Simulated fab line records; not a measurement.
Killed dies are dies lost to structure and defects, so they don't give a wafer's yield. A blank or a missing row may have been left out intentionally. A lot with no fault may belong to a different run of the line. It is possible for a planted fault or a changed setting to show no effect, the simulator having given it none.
fab line records	flow sky130
record lots=9	wafers=27	last-day=50
route steps=708 shown VIA1@482 METAL2@483 PAD_OPEN@708
lots untouched by any fault: they come from a run of this same line in which no faults occurred
start-h: the number of hours between the record's first day and the start of the first shown wafer of the lot	wait-h: how many hours have passed since the lot's step before this one	" unchanged from the row above	L1.1+2: a row that stands for several wafers	- value missing, or start not given	* or withheld: withheld	< > ~ a bound
route shown NAME@n: a module of which the file shows steps, and the number in the route of the first	usual: mean/standard deviation taken from wafers without a fault	same: alike in all rows	chamber/n: place in a boat	sites: per-site readings	_std_site: their standard deviation	_edge_site: mean of outer sites minus mean of inner sites	radius-mm: how far each site lies from the wafer's centre	mask NAME#n: copy n	behind: tool/chamber where the wafer was last shaped	hold: what put the lot on hold/how long, in hours/how the hold closed	device: which transistor (n, p or np) failed to switch	end of line: the tests these same wafers got at the end of their route	where a step has no rows: the recipe by itself	killed: the dies lost at the first sort to structure and to defects; this is not the yield of the wafer	map: shows each die of a wafer: x if killed, . if not, _ if none is there
set.NAME: the setting that was run; set.NAME@STEP: the one run at that earlier step	model.NAME: the simulator's own value behind a step, which no gauge read
route steps across a sampled set of lots; one table per step, one row per wafer
services: the hour from which a tool's chamber was out of use, counted from the record's first day as start-h (under 0 if before that day), plus the number of hours and why
## steps
# step SKY_VIA1_CMP_24
# recipe stop-on=SiO2	t-overpolish-s=15	down-force-psi=3.5	platen-rpm=60	target-thk-nm=0	pad-velocity-m-s=0.94248
# usual motor-current-A=9.9/1.1	overpolish-run-s=15.000/0.008	time-to-endpoint-s=66/3
lot.wafer	tool	chamber	start-h	wait-h	motor-current-A	overpolish-run-s	time-to-endpoint-s
L825.4	cmp-02	0	822.95	0.0	8.6	15.009	61
L825.2	"	2	"	"	9.9	14.998	62
L825.3	"	3	"	"	10.5	15.006	62
L827.2	cmp-01	0	844.22	0.0	9.4	14.991	62
L827.3	"	1	"	"	10.7	14.998	65
L827.4	"	2	"	"	8.6	15.017	64
L830.1	cmp-01	1	861.33	0.1	10.5	15.001	68
L830.3	"	2	"	"	8.2	15.002	66
L830.2	"	0	"	"	9.7	14.998	66
L831.2	cmp-02	1	872.89	0.3	11.1	14.988	64
L831.1	"	2	"	"	9.8	15.008	66
L831.6	"	0	"	"	8.5	14.981	65
L834.2	cmp-02	0	890.43	0.0	9.0	14.991	59
L834.3	"	3	"	"	10.0	14.998	65
L834.5	"	0	"	"	8.5	14.989	61
L836.1	cmp-02	1	907.76	0.1	11.9	14.990	69
L836.6	"	3	"	"	11.0	14.992	73
L836.5	"	0	"	"	8.5	15.005	64
L837.4	cmp-02	0	911.74	0.1	8.3	14.992	64
L837.2	"	1	"	"	11.9	15.000	69
L837.6	"	3	"	"	10.6	15.008	69
L843.3	cmp-02	2	960.52	0.1	9.9	15.011	65
L843.5	"	0	"	"	8.6	15.005	66
L843.6	"	1	"	"	12.3	15.009	68
L844.1	cmp-01	3	966.42	0.1	10.0	14.993	62
L844.3	"	1	"	"	10.6	14.989	69
L844.5	"	3	"	"	10.4	15.001	64
# step SKY_METAL2_SPUTTER_00
# recipe material=Ti	target-thk-nm=15	power-w=3000	time-s=10	chamber-pressure-pa=0.4
# usual throttle-valve-pct=29.8/0.97
lot.wafer	tool	chamber	start-h	wait-h	throttle-valve-pct
L825.2	pvd-sputter-02	-	823.25	0.1	31.3
L825.3	"	-	"	"	29.1
L825.4	"	-	"	"	30.6
L827.2	pvd-sputter-02	-	844.52	0.2	30.7
L827.3	"	-	"	"	29.7
L827.4	"	-	"	"	31.3
L830.1	pvd-sputter-02	-	861.63	0.2	29.0
L830.2	"	-	"	"	31.0
L830.3	"	-	"	"	29.5
L831.1	pvd-sputter-04	-	873.09	0.1	29.4
L831.2	"	-	"	"	30.6
L831.6	"	-	"	"	28.8
L834.2	pvd-sputter-01	-	890.73	0.2	29.1
L834.3	"	-	"	"	31.2
L834.5	"	-	"	"	27.4
L836.1	pvd-sputter-04	-	907.96	0.1	28.8
L836.5	"	-	"	"	30.4
L836.6	"	-	"	"	28.9
L837.2	pvd-sputter-02	-	911.99	0.1	30.9
L837.4	"	-	"	"	31.0
L837.6	"	-	"	"	29.8
L843.3	pvd-sputter-01	-	960.72	0.1	29.7
L843.5	"	-	"	"	29.7
L843.6	"	-	"	"	27.2
L844.1	pvd-sputter-04	-	966.67	0.2	29.0
L844.3	"	-	"	"	29.6
L844.5	"	-	"	"	28.6
# step SKY_METAL2_RS_MEAS_05
# recipe thk-meas-gauge=four-point-probe	reads=TiN_of_METAL2_SPUTTER_04+Ti_of_METAL2_SPUTTER_03+AlCu_of_METAL2_SPUTTER_02+TiN_of_METAL2_SPUTTER_01+Ti_of_METAL2_SPUTTER_00
# usual METAL2_ALCU_RS=0.1272/0.0015
lot.wafer	tool	chamber	start-h	wait-h	METAL2_ALCU_RS[ohm/sq]
L825.2	film-metro-02	-	823.41	0.0	0.1263
L825.3	"	-	"	"	0.1266
L825.4	"	-	"	"	0.1269
L827.2	film-metro-01	-	844.68	0.0	0.1277
L827.3	"	-	"	"	0.1276
L827.4	"	-	"	"	0.1272
L830.1	film-metro-02	-	861.77	0.0	0.1267
L830.2	"	-	"	"	0.1261
L830.3	"	-	"	"	0.1270
L831.1	film-metro-02	-	873.23	0.0	0.1276
L831.2	"	-	"	"	0.1291
L831.6	"	-	"	"	0.1296
L834.2	film-metro-02	-	890.89	0.0	0.1268
L834.3	"	-	"	"	0.1272
L834.5	"	-	"	"	0.1259
L836.1	film-metro-03	-	908.10	0.0	0.1308
L836.5	"	-	"	"	0.1323
L836.6	"	-	"	"	0.1306
L837.2	film-metro-01	-	912.17	0.0	0.1257
L837.4	"	-	"	"	0.1261
L837.6	"	-	"	"	0.1254
L843.3	film-metro-02	-	960.89	0.1	0.1262
L843.5	"	-	"	"	0.1250
L843.6	"	-	"	"	0.1265
L844.1	film-metro-01	-	966.83	0.0	0.1267
L844.3	"	-	"	"	0.1271
L844.5	"	-	"	"	0.1269
# step SKY_METAL2_ETCH_18
# recipe chemistry=N2/H2	target=BARC	ion-energy-ev=200	bias-w=100	pressure-mtorr=30	n2-flow-sccm=100	h2-flow-sccm=200	icp-w=500	stop-on=SiO2	time-s=45.9	target-depth-a=600
# usual bias-w=100.02/0.26	chamber-pressure-mTorr=29.998/0.03	drypump-motor-current-A=6.1/0.46	oes-product-au=0.855/0.0048	throttle-valve-pct=13.226/0.0085
lot.wafer	tool	chamber	start-h	wait-h	bias-w	chamber-pressure-mTorr	drypump-motor-current-A	oes-product-au	rf-hours-counter-h	throttle-valve-pct
L825.2	rie-metal-01	0	850.05	0.0	99.60	29.996	5.9	0.850	1	13.223
L825.3	"	0	"	"	99.84	30.048	5.9	0.855	-	13.243
L825.4	"	1	"	"	100.24	29.963	6.7	0.851	-	13.225
L827.2	rie-metal-01	0	871.40	0.0	99.86	29.979	5.9	0.855	2	13.226
L827.3	"	1	"	"	100.01	29.980	6.7	0.860	-	13.227
L827.4	"	0	"	"	99.20	30.000	5.9	0.850	-	13.222
L830.1	rie-metal-01	0	888.05	0.0	-	-	-	-	-	-
L830.2	"	1	"	"	-	-	-	-	-	-
L830.3	"	1	"	"	-	-	-	-	-	-
L831.1	rie-metal-01	1	900.11	0.0	-	-	-	-	-	-
L831.2	"	0	"	"	-	-	-	-	-	-
L831.6	"	0	"	"	-	-	-	-	-	-
L834.2	rie-metal-02	1	916.55	0.0	100.69	29.983	5.3	0.855	12	13.220
L834.3	"	0	"	"	99.69	30.014	5.9	0.863	-	13.214
L834.5	"	1	"	"	100.50	30.026	5.3	0.859	-	13.219
L836.1	rie-metal-01	0	932.45	0.0	99.87	29.964	5.9	0.853	5	13.235
L836.5	"	0	"	"	99.70	29.992	5.9	0.860	-	13.216
L836.6	"	1	"	"	100.04	29.953	6.7	0.856	-	13.234
L837.2	rie-metal-01	1	937.40	0.0	99.70	29.967	6.6	0.850	12	13.228
L837.4	"	1	"	"	99.96	30.016	6.7	0.850	-	13.226
L837.6	"	0	"	"	99.84	29.980	5.9	0.854	-	13.228
L843.3	rie-metal-02	1	984.87	0.0	99.62	29.994	5.3	0.863	-	13.203
L843.5	"	0	"	"	99.34	30.028	5.9	0.854	-	13.218
L843.6	"	1	"	"	99.64	29.987	5.3	0.850	-	13.228
L844.1	rie-metal-04	0	990.25	0.0	100.13	29.985	6.0	0.857	10	13.219
L844.3	"	0	"	"	99.67	29.946	6.0	0.856	-	13.218
L844.5	"	0	"	"	100.09	29.947	6.1	0.859	-	13.217
# step SKY_METAL2_METAL_ETCH_19
# recipe target-depth-a=3600	stop-on=SiO2	over-etch-frac=0.3	time-s=78	chemistry=Cl2/BCl3	resist-sidewall-deg=88	pressure-mtorr=10	icp-w=900	bias-w=48.5	Cl2_flow_sccm=60	bcl3-flow-sccm=30
# usual bcl3-flow-sccm=29.98/0.094	bias-w=48.54/0.15	drypump-motor-current-A=6.1/0.46	oes-product-au=0.853/0.0053	throttle-valve-pct=22.264/0.01
lot.wafer	tool	chamber	start-h	wait-h	bcl3-flow-sccm	bias-w	drypump-motor-current-A	oes-product-au	rf-hours-counter-h	throttle-valve-pct
L825.2	rie-metal-01	0	850.11	0.0	29.95	48.36	5.9	0.850	1	22.262
L825.3	"	0	"	"	30.03	48.37	5.9	0.857	-	22.273
L825.4	"	1	"	"	29.85	48.39	6.7	0.846	-	22.266
L827.2	rie-metal-01	0	871.46	0.0	30.14	48.71	5.9	0.850	2	22.260
L827.3	"	1	"	"	29.97	48.71	6.6	0.851	-	22.270
L827.4	"	0	"	"	30.05	48.46	5.9	0.855	-	22.255
L830.1	rie-metal-01	0	888.11	0.0	30.14	48.54	5.9	0.372	3	22.272
L830.2	"	1	"	"	29.97	48.62	6.7	0.367	10	22.248
L830.3	"	1	"	"	30.00	48.60	6.7	0.373	-	22.260
L831.1	rie-metal-01	1	900.19	0.1	30.06	48.44	6.7	0.374	11	22.263
L831.2	"	0	"	"	29.92	48.57	5.9	0.372	4	22.261
L831.6	"	0	"	"	29.99	48.62	5.9	0.377	-	22.259
L834.2	rie-metal-02	1	916.61	0.0	29.72	48.43	5.3	0.851	12	22.274
L834.3	"	0	"	"	30.21	48.88	5.9	0.853	-	22.267
L834.5	"	1	"	"	29.93	48.39	5.3	0.852	-	22.243
L836.1	rie-metal-01	0	932.51	0.0	29.95	48.33	5.9	0.851	5	22.270
L836.5	"	0	"	"	30.02	48.78	5.9	0.853	-	22.262
L836.6	"	1	"	"	30.10	48.44	6.7	0.847	-	22.247
L837.2	rie-metal-01	1	937.46	0.0	30.03	48.42	6.7	0.858	12	22.267
L837.4	"	1	"	"	30.03	48.63	6.7	0.858	-	22.268
L837.6	"	0	"	"	29.79	48.48	5.9	0.854	-	22.270
L843.3	rie-metal-02	1	984.94	0.1	29.97	48.50	5.3	0.864	-	22.262
L843.5	"	0	"	"	29.90	48.59	5.9	0.856	-	22.273
L843.6	"	1	"	"	30.00	48.37	5.3	0.854	-	22.253
L844.1	rie-metal-04	0	990.31	0.0	29.91	48.35	6.1	0.853	10	22.264
L844.3	"	0	"	"	29.91	48.55	6.0	0.858	-	22.264
L844.5	"	0	"	"	29.99	48.49	6.0	0.857	-	22.272
# step SKY_METAL2_STRIP_20
# recipe chemistry=O2/N2	power-w=1400	pressure-mtorr=1500	platen-temp-c=withheld	o2-flow-sccm=3000	n2-flow-sccm=300	overash-fraction=0.5
# usual drypump-motor-current-A=5.4/0.51	oes-product-au=0.342/0.0045	strip-time-to-endpoint-s=2.68/0.039
lot.wafer	tool	chamber	start-h	wait-h	drypump-motor-current-A	oes-product-au	rf-hours-counter-h	strip-time-to-endpoint-s
L825.2	plasma-asher-02	0	850.20	0.1	6.1	0.345	105	2.69
L825.3	"	1	"	"	4.7	0.341	-	2.71
L825.4	"	0	"	"	6.0	0.335	-	2.69
L827.2	plasma-asher-01	1	871.55	0.1	6.0	0.339	43	2.72
L827.3	"	0	"	"	5.2	0.345	-	2.69
L827.4	"	1	"	"	6.0	0.339	-	2.69
L830.1	plasma-asher-02	1	888.20	0.1	4.8	0.366	109	3.21
L830.2	"	0	"	"	6.0	0.367	109	3.19
L830.3	"	1	"	"	4.8	0.371	-	3.24
L831.1	plasma-asher-01	1	900.31	0.1	6.0	0.359	46	3.13
L831.2	"	0	"	"	5.2	0.358	46	3.17
L831.6	"	0	"	"	5.2	0.364	-	3.20
L834.2	plasma-asher-01	1	916.70	0.1	6.1	0.347	48	2.68
L834.3	"	0	"	"	5.2	0.337	-	2.66
L834.5	"	0	"	"	5.2	0.347	-	2.73
L836.1	plasma-asher-02	1	932.60	0.1	4.7	0.337	114	2.76
L836.5	"	1	"	"	4.8	0.342	-	2.74
L836.6	"	0	"	"	6.1	0.344	-	2.69
L837.2	plasma-asher-02	0	937.55	0.1	6.1	0.345	114	2.69
L837.4	"	0	"	"	6.0	0.343	-	2.68
L837.6	"	0	"	"	6.0	0.337	-	2.74
L843.3	plasma-asher-02	1	985.04	0.1	4.8	0.348	-	2.70
L843.5	"	1	"	"	4.8	0.346	-	2.68
L843.6	"	0	"	"	6.0	0.342	-	2.71
L844.1	plasma-asher-02	0	990.40	0.1	6.1	0.345	121	2.66
L844.3	"	0	"	"	6.1	0.335	-	2.68
L844.5	"	0	"	"	6.0	0.341	-	2.68
# step SKY_PAD_OPEN_PROBE_99
# usual defect-limited-yield=82.7/2	killed_at_M0_to_M3=42/7.7	killed_at_M4_up=3.1/1.9	killed-at-contacts=24/4.9	killed-at-front-end=15/4.6	killed-at-other=0.3/0.51	killed-dies=85/9.9	killed-on-rim=17/4.1	killed-open=47/7.1	killed-short=38/6.7	sort_bin_3_pad_short=0.9/0.46	sort_bin_5_function=10.1/1.5	sort_bin_6_memory=6.3/1.1	sort-n-pass=407/9.9	sort-yield-pct=82.7/2
# same gross-dies=492	killed-at-back-side=0	sort_bin_4_leakage[%]=0	sort_bin_8_speed[%]=0
lot.wafer	tool	chamber	start-h	wait-h	defect-limited-yield[%]	killed_at_M0_to_M3	killed_at_M4_up	killed-at-contacts	killed-at-front-end	killed-at-other	killed-dies	killed-on-rim	killed-open	killed-short	sort_bin_3_pad_short[%]	sort_bin_5_function[%]	sort_bin_6_memory[%]	sort-n-pass	sort-yield-pct[%]
L827.2	prober-01	-	1117.28	0.1	83.7	46	2	21	11	0	80	20	43	37	0.6	9.6	6.1	412	83.7
L827.3	prober-01	-	1117.33	0.2	82.1	43	6	26	13	0	88	17	49	39	1.8	10.6	5.5	404	82.1
L827.4	prober-01	-	1117.38	0.2	81.3	40	1	34	17	0	92	18	54	38	0.8	12.8	5.1	400	81.3
L830.1	prober-02	-	1130.15	0.1	0	439	6	29	18	0	492	96	63	48	0.8	91.5	7.7	0	0
L830.2	prober-02	-	1130.20	0.1	0	441	6	25	20	0	492	96	44	41	0.4	92.5	7.1	0	0
L830.3	prober-02	-	1130.25	0.2	0	448	2	29	13	0	492	96	45	39	0.6	93.7	5.7	0	0
L831.1	prober-01	-	1136.93	0.1	0	451	6	22	12	1	492	96	32	34	0.6	96.3	3.0	0	0
L831.2	prober-01	-	1136.98	0.1	0	446	1	33	12	0	492	96	44	39	1.0	91.7	7.3	0	0
L831.6	prober-01	-	1137.18	0.2	0	447	5	27	13	0	492	96	41	47	0.4	92.9	6.7	0	0
L834.2	prober-02	-	1150.58	0.1	84.3	35	2	30	10	0	77	20	45	32	0.4	9.8	5.5	415	84.3
L834.3	prober-02	-	1150.63	0.2	83.5	32	0	30	18	1	81	22	47	34	0.6	8.3	7.5	411	83.5
L836.1	prober-02	-	1161.17	0.1	82.9	52	2	21	9	0	84	23	38	45	0.8	11.2	5.1	408	82.9
L836.5	prober-02	-	1161.37	0.2	84.3	34	4	21	18	0	77	13	43	34	0.6	9.6	5.5	415	84.3
L836.6	prober-02	-	1161.42	0.2	82.5	51	1	21	13	0	86	13	41	45	1.2	10.4	5.9	406	82.5
L837.2	prober-01	-	1166.01	0.1	81.5	48	2	28	13	0	91	17	46	45	1.6	8.9	7.9	401	81.5
L837.4	prober-01	-	1166.11	0.2	83.3	40	3	26	12	1	82	14	47	35	0	8.5	8.1	410	83.3
L837.6	prober-01	-	1166.21	0.2	84.3	31	1	29	16	0	77	14	41	36	1.0	8.5	6.1	415	84.3
L843.3	prober-01	-	1197.57	0.2	81.7	44	2	29	15	0	90	20	47	43	0.8	10.6	6.9	402	81.7
L843.5	prober-01	-	1197.67	0.2	83.7	41	3	25	10	1	80	14	41	39	0.6	9.8	5.9	412	83.7
L843.6	prober-01	-	1197.72	0.2	83.7	52	0	23	4	1	80	17	47	33	0.6	8.9	6.7	412	83.7
# killed by level:class
L827.2 VIA1:geometric-particle:open=11 LI_CONTACT:geometric-particle:open=9 VIA3:geometric-particle:open=8 POLY_GATE:geometric-particle:short=6 CONTACT:geometric-particle:open=6 METAL1:geometric-particle:short=5 VIA2:geometric-particle:open=5 VIA3:geometric-particle:short=5
L827.3 VIA2:geometric-particle:open=10 VIA1:geometric-particle:open=9 LI_CONTACT:geometric-particle:open=8 LOCAL_INTERCONNECT:geometric-particle:short=7 CONTACT:geometric-particle:open=6 METAL4:geometric-particle:short=5 SPACER:geometric-particle:open=4 METAL1:geometric-particle:short=4
L827.4 LI_CONTACT:geometric-particle:open=13 CONTACT:geometric-particle:open=11 VIA1:geometric-particle:open=8 VIA2:geometric-particle:open=8 POLY_GATE:geometric-particle:short=6 VIA3:geometric-particle:short=6 FIELD_ISO:geometric-particle:open=5 CONTACT:geometric-particle:short=4
L830.1 METAL2:area-etch=381 VIA1:geometric-particle:open=11 CONTACT:geometric-particle:open=10 VIA1:geometric-particle:short=10 VIA2:geometric-particle:open=10 LI_CONTACT:geometric-particle:open=9 VIA3:geometric-particle:open=7 METAL2:geometric-particle:short=6
L830.2 METAL2:area-etch=407 CONTACT:geometric-particle:open=11 LI_CONTACT:geometric-particle:open=10 METAL2:geometric-particle:short=7 FIELD_ISO:geometric-particle:short=5 VIA1:geometric-particle:short=5 VIA1:geometric-particle:open=5 FIELD_ISO:geometric-particle:open=4
L830.3 METAL2:area-etch=408 CONTACT:geometric-particle:open=10 LI_CONTACT:geometric-particle:open=8 METAL1:geometric-particle:short=7 VIA3:geometric-particle:open=6 CONTACT:geometric-particle:short=5 METAL2:geometric-particle:short=5 VIA1:geometric-particle:open=4
L831.1 METAL2:area-etch=426 LI_CONTACT:geometric-particle:open=10 CONTACT:geometric-particle:open=7 VIA1:geometric-particle:short=5 VIA2:geometric-particle:open=5 METAL4:geometric-particle:short=5 CONTACT:geometric-particle:short=4 VIA1:geometric-particle:open=4
L831.2 METAL2:area-etch=409 CONTACT:geometric-particle:open=11 VIA1:geometric-particle:open=11 CONTACT:geometric-particle:short=8 LOCAL_INTERCONNECT:geometric-particle:short=6 METAL1:geometric-particle:short=6 VIA2:geometric-particle:open=6 LI_CONTACT:geometric-particle:short=5
L831.6 METAL2:area-etch=404 LI_CONTACT:geometric-particle:open=11 VIA1:geometric-particle:open=10 VIA1:geometric-particle:short=8 CONTACT:geometric-particle:short=6 METAL1:geometric-particle:short=6 LOCAL_INTERCONNECT:geometric-particle:short=5 METAL4:geometric-particle:short=5
L834.2 CONTACT:geometric-particle:open=14 VIA1:geometric-particle:open=11 CONTACT:geometric-particle:short=7 LI_CONTACT:geometric-particle:open=5 POLY_GATE:geometric-particle:open=4 VIA1:geometric-particle:short=4 VIA2:geometric-particle:short=4 LOCAL_INTERCONNECT:geometric-particle:short=3
L834.3 CONTACT:geometric-particle:open=13 LI_CONTACT:geometric-particle:open=8 POLY_GATE:geometric-particle:short=7 VIA1:geometric-particle:open=7 VIA3:geometric-particle:open=6 FIELD_ISO:geometric-particle:short=5 VIA2:geometric-particle:open=5 CONTACT:geometric-particle:short=5
L836.1 VIA1:geometric-particle:open=12 CONTACT:geometric-particle:open=11 METAL2:geometric-particle:short=9 VIA1:geometric-particle:short=7 VIA2:geometric-particle:short=7 VIA3:geometric-particle:open=5 LOCAL_INTERCONNECT:geometric-particle:short=4 CONTACT:geometric-particle:short=4
L836.5 VIA1:geometric-particle:open=10 CONTACT:geometric-particle:open=6 METAL3:geometric-particle:short=5 POLY_GATE:geometric-particle:short=4 POLY_GATE:geometric-particle:open=4 LI_CONTACT:geometric-particle:open=4 LOCAL_INTERCONNECT:geometric-particle:short=4 CONTACT:geometric-particle:short=4
L836.6 VIA1:geometric-particle:open=14 METAL2:geometric-particle:short=10 CONTACT:geometric-particle:short=7 CONTACT:geometric-particle:open=6 VIA1:geometric-particle:short=6 LI_CONTACT:geometric-particle:open=4 VIA3:geometric-particle:open=4 METAL1:geometric-particle:short=3
L837.2 VIA1:geometric-particle:open=9 VIA3:geometric-particle:open=9 LOCAL_INTERCONNECT:geometric-particle:short=7 CONTACT:geometric-particle:open=7 CONTACT:geometric-particle:short=7 VIA2:geometric-particle:open=7 LI_CONTACT:geometric-particle:open=6 METAL1:geometric-particle:short=6
L837.4 CONTACT:geometric-particle:open=11 VIA1:geometric-particle:open=9 POLY_GATE:geometric-particle:open=6 LI_CONTACT:geometric-particle:open=5 LOCAL_INTERCONNECT:geometric-particle:short=5 METAL1:geometric-particle:short=5 METAL2:geometric-particle:short=5 VIA3:geometric-particle:open=5
L837.6 CONTACT:geometric-particle:open=10 VIA1:geometric-particle:open=10 CONTACT:geometric-particle:short=8 VIA3:geometric-particle:open=8 FIELD_ISO:geometric-particle:open=5 VIA1:geometric-particle:short=5 LI_CONTACT:geometric-particle:open=4 METAL1:geometric-particle:short=4
L843.3 CONTACT:geometric-particle:open=12 VIA1:geometric-particle:open=7 LI_CONTACT:geometric-particle:open=7 VIA3:geometric-particle:open=6 CONTACT:geometric-particle:short=5 METAL1:geometric-particle:short=5 METAL2:geometric-particle:short=5 VIA2:geometric-particle:open=5
L843.5 VIA2:geometric-particle:open=10 VIA1:geometric-particle:open=9 CONTACT:geometric-particle:open=7 LOCAL_INTERCONNECT:geometric-particle:short=5 CONTACT:geometric-particle:short=5 VIA3:geometric-particle:open=5 FIELD_ISO:geometric-particle:short=4 LI_CONTACT:geometric-particle:short=4
L843.6 VIA1:geometric-particle:open=14 LI_CONTACT:geometric-particle:open=7 VIA1:geometric-particle:short=7 CONTACT:geometric-particle:short=6 CONTACT:geometric-particle:open=6 METAL2:geometric-particle:short=6 VIA3:geometric-particle:open=6 METAL2:geometric-particle:open=4
## services
tool	chamber	start-h	hours	kind
plasma-asher-01	-	846.64	14.6	pm
rie-metal-04	-	858.97	14.6	pm
cmp-02	-	861.85	5.1	repair
pvd-sputter-01	-	872.07	2.3	repair
rie-metal-01	-	907.50	1.4	pm
plasma-asher-01	-	910.44	2.8	pm
cmp-01	-	912.00	4.0	pm
cmp-01	-	916.00	-	consumable-replace:conditioner
cmp-01	-	916.00	-	consumable-replace:pad
cmp-02	-	927.18	3.9	pm
plasma-asher-01	-	940.99	6.4	repair
rie-metal-01	0	945.95	56.8	repair
cmp-01	-	956.40	0.7	repair
rie-metal-02	-	966.62	2.8	pm
pvd-sputter-02	-	972.71	4.3	repair
cmp-02	-	986.51	2.3	repair
## key
first-sign step=SKY_METAL2_ETCH_18	reading=tool-record	direction=missing
effect step=SKY_METAL2_METAL_ETCH_19	reading=oes-product-au	direction=down	sigmas=91	usual=0.853	struck=0.372
effect step=SKY_METAL2_STRIP_20	reading=strip-time-to-endpoint-s	direction=up	sigmas=13	usual=*	struck=*
effect step=SKY_PAD_OPEN_PROBE_99	reading=sort_bin_5_function	direction=up	sigmas=54	usual=10.1	struck=93.1
more-kills-born-at SKY_METAL2_ETCH_18@rie-metal-01=2435
met-at SKY_METAL2_ETCH_18
struck-lots L830,L831
later-rows-left-out L830.1,L830.2,L830.3,L831.1,L831.2,L831.6
not-acting-at SKY_VIA1_CMP_24,SKY_METAL2_SPUTTER_00,SKY_METAL2_RS_MEAS_05
onset-between 871.40 888.05
fault kind=skipped-step-whole	tool=rie-metal-01	chamber=-	onset-h=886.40	steps=SKY_METAL2_ETCH_18	scope=struck-lots-only
# later-rows-left-out: the simulator's readings of these wafers behind a module that went badly wrong aren't trusted and aren't shown, but for the sort
